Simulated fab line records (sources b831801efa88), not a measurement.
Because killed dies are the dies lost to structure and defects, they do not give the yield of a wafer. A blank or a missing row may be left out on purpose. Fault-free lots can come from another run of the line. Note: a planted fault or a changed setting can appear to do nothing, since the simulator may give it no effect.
A lot that was struck, set against a sound lot ; flow sfq line ; 42 steps out of a route of 325
Sound: these wafers, L954.3, L954.4, L954.6. Struck: wafer L962.6. (L962.1, L962.5 of the same lot were not struck and are left out.) The cause comes at the end.
For every step that has rows: the tool of each side, followed by ch and its chambers, followed by its first start. Under that, the readings that differ: sound wafers ; struck wafers ; difference of the means ; sigmas: that difference in standard deviations of wafers without a fault.
alike: a reading whose means differ by less than 2 such deviations, as well as words and numbers matching on both sides. not compared: withheld readings; readings where some wafer has no value; bounds like >300 that might hide an equal value; numbers whose values overlap and for which the record gives no deviation.
Wherever a step has rows on one side only, a row that says differs or no value, or a row with sigmas, the two part there. Numbers that don't overlap but have no deviation are shown without sigmas and don't part them. A reading that every wafer of one side lacks parts them only if that side has two wafers or more.

first, 6 steps without rows for these wafers: SFQ_TRILAYER_M1_LITHO_COAT_044 (resist thk 62 nm); SFQ_TRILAYER_M1_LITHO_COAT_039 (resist thk 600 nm); SFQ_TRILAYER_M1_LITHO_SOFTBAKE_043; SFQ_TRILAYER_M1_LITHO_EXPOSE_040 (exposes mask M1, target cd 500 nm); SFQ_TRILAYER_M1_LITHO_PEB_042 (peb time 60 s); SFQ_TRILAYER_M1_LITHO_DEVELOP_041 (time 60 s).
SFQ_M1_OVL_MEAS_911:
  struck on overlay-01, day 28 01:43; sound on overlay-01, day 24 22:17
  alike: M1_OVL
SFQ_TRILAYER_M1_BARC_OPEN_METAL_ETCH_054: etches BARC in O2, target depth 125 nm, time 41.7 s.
  sound on rie metal-02 ch 0,1, day 24 22:19; struck on rie metal-02 ch 1, day 28 01:44
  alike: drypump motor current A, oes product au, rf fwd power W
  not compared: rf hours counter h
then, 1 step without rows for these wafers: SFQ_TRILAYER_M1_ETCH_METAL_ETCH_042 (etches Nb in Cl2/Ar, stops on SiO2, target depth 240 nm, time 120 s).
SFQ_TRILAYER_M1_STRIP_STRIP_043: strips in O2.
  sound on rie metal-02 ch 0,1, day 24 22:41; struck on rie metal-02 ch 1, day 28 01:56
  alike: drypump motor current A, oes product au
  not compared: rf hours counter h
then, 2 steps without rows for these wafers: SFQ_TRILAYER_M1_STRIP_SOLV_CLEAN_044 (cleans in NMP, time 600 s); SFQ_TRILAYER_I1_DEP_PECVD_045 (deposits SiO2 from SiH4/N2O, time 111.11 s, target thk 500 nm).
SFQ_TRILAYER_I1_CMP_CMP_046: polishes SiO2.
  sound on cmp-01 ch 0,2,3, day 25 00:30; struck on cmp-02 ch 2, day 28 04:58
reading;sound;struck;difference;sigmas
time to endpoint s (s);215 215 214;281;+66;+9
model.SiO2_of_TRILAYER_I1_DEP_PECVD_045.thk nm (nm);199.6 197.4 198.2;306.2;+107.8;
  alike: motor current A
SFQ_I1_BOW_MEAS_912:
  struck on film metro-04, day 28 05:58; sound on film metro-04, day 25 03:02
  alike: I1_BOW
SFQ_TRILAYER_I1_METRO_MEASURE_047:
  struck on film metro-04, day 28 06:05; sound on film metro-04, day 25 03:31
reading;sound;struck;difference;sigmas
thk nm (nm);199.5 197.4 198.2;306.2;+107.8;+90
then, 6 steps without rows for these wafers: SFQ_TRILAYER_I1_VIA_LITHO_COAT_054 (resist thk 62 nm); SFQ_TRILAYER_I1_VIA_LITHO_COAT_049 (resist thk 650 nm); SFQ_TRILAYER_I1_VIA_LITHO_SOFTBAKE_053; SFQ_TRILAYER_I1_VIA_LITHO_EXPOSE_050 (exposes mask I1, target cd 500 nm); SFQ_TRILAYER_I1_VIA_LITHO_PEB_052 (peb time 60 s); SFQ_TRILAYER_I1_VIA_LITHO_DEVELOP_051 (time 60 s).
-- the record jumps here: 6 days lie between the struck wafers' starts before and after --
SFQ_I1_OVL_MEAS_913:
  struck on overlay-02, day 34 16:26; sound on overlay-01, day 28 00:50
  alike: I1_OVL
then, 1 step without rows for these wafers: SFQ_TRILAYER_I1_VIA_BARC_OPEN_VIA_ETCH_071 (etches BARC in O2, target depth 125 nm, time 41.7 s).
SFQ_TRILAYER_I1_VIA_ETCH_VIA_ETCH_052: etches SiO2 in CHF3, stops on Nb, target depth 260 nm.
  sound on rie diel-02 ch 0,1,3, day 28 00:54; struck on rie diel-04 ch 3, day 34 16:31
reading;sound;struck;difference;sigmas
oes product au (a.u.);0.858 0.843 0.854;1.005;+0.153;+29
model.I1.feature depth nm (nm);199.6 197.4 198.2;260.2;+61.8;
model.etch.depth nm (nm);199.6 197.4 198.2;260.2;+61.8;
  alike: drypump motor current A, rf fwd power W
SFQ_TRILAYER_I1_VIA_STRIP_STRIP_053: strips in O2.
  sound on rie metal-04 ch 0,1, day 28 01:13; struck on rie metal-03 ch 0, day 34 16:37
reading;sound;struck;difference;sigmas
oes product au (a.u.);0.984 0.986 0.980;1.012;+0.029;+2
  alike: drypump motor current A
  not compared: rf hours counter h
then, 1 step without rows for these wafers: SFQ_TRILAYER_I1_VIA_STRIP_SOLV_CLEAN_054 (cleans in NMP, time 600 s).
SFQ_TRILAYER_M2_DEP_PRE_CLEAN_056: time 22.5 s.
  struck on pvd sputter-04, day 34 17:25; sound on pvd sputter-03, day 28 01:47
reading;sound;struck;difference;sigmas
model.SiO2_of_TRILAYER_I1_DEP_PECVD_045.thk nm (nm);192.1 189.9 190.7;298.7;+107.8;
  alike: bias v
SFQ_TRILAYER_M2_DEP_SPUTTER_055: material Nb, target thk 200 nm, time 133.3 s.
  struck on pvd sputter-04, day 34 17:26; sound on pvd sputter-03, day 28 01:49
  alike: throttle valve pct
SFQ_M2_RS_MEAS_914: the measuring method here is four-point-probe.
  struck on film metro-03, day 34 17:32; sound on film metro-02, day 28 01:57
  alike: M2_NB_RS
then, 6 steps without rows for these wafers: SFQ_TRILAYER_M2_LITHO_COAT_062 (resist thk 62 nm); SFQ_TRILAYER_M2_LITHO_COAT_057 (resist thk 600 nm); SFQ_TRILAYER_M2_LITHO_SOFTBAKE_061; SFQ_TRILAYER_M2_LITHO_EXPOSE_058 (exposes mask M2, target cd 500 nm); SFQ_TRILAYER_M2_LITHO_PEB_060 (peb time 60 s); SFQ_TRILAYER_M2_LITHO_DEVELOP_059 (time 60 s).
-- the record jumps here: 6 days lie between the struck wafers' starts before and after --
SFQ_M2_OVL_MEAS_916:
  struck on overlay-01, day 40 09:11; sound on overlay-01, day 34 05:38
  alike: M2_OVL
then, 2 steps without rows for these wafers: SFQ_TRILAYER_M2_BARC_OPEN_METAL_ETCH_077 (etches BARC in O2, target depth 125 nm, time 41.7 s); SFQ_TRILAYER_M2_ETCH_METAL_ETCH_060 (etches Nb in Cl2/Ar, stops on SiO2, target depth 240 nm, time 120 s).
SFQ_TRILAYER_M2_STRIP_STRIP_061: strips in O2.
  sound on rie metal-01 ch 0,1, day 34 06:03; struck on rie metal-03 ch 1, day 40 09:24
reading;sound;struck;difference;sigmas
drypump motor current A (A);5.6 5.3 5.3;6.6;+1.2;+3
  alike: oes product au
  not compared: rf hours counter h
then, 2 steps without rows for these wafers: SFQ_TRILAYER_M2_STRIP_SOLV_CLEAN_062 (cleans in NMP, time 600 s); SFQ_TRILAYER_I2_DEP_PECVD_063 (deposits SiO2 from SiH4/N2O, time 111.11 s, target thk 500 nm).
-- the record jumps here: 44 days lie between the struck wafers' starts before and after --
SFQ_M8_BOW_MEAS_951:
  struck on film metro-01, day 84 18:38; sound on film metro-02, day 77 13:16
reading;sound;struck;difference;sigmas
model.etest.i1.link ohm;1.962 1.938 1.98;1e+06;+1e+06;
  alike: M8_BOW

## WHERE THEY PART
Last at SFQ_TRILAYER_M2_STRIP_STRIP_061 as far as this record goes, first at SFQ_TRILAYER_I1_CMP_CMP_046. Later steps at which nothing parts them and some readings are alike: SFQ_M8_BOW_MEAS_951.

WHY: what the simulator had put in
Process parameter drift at SFQ_TRILAYER_I1_CMP_CMP_046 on cmp-02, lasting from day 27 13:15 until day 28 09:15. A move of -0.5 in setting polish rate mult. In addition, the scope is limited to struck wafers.
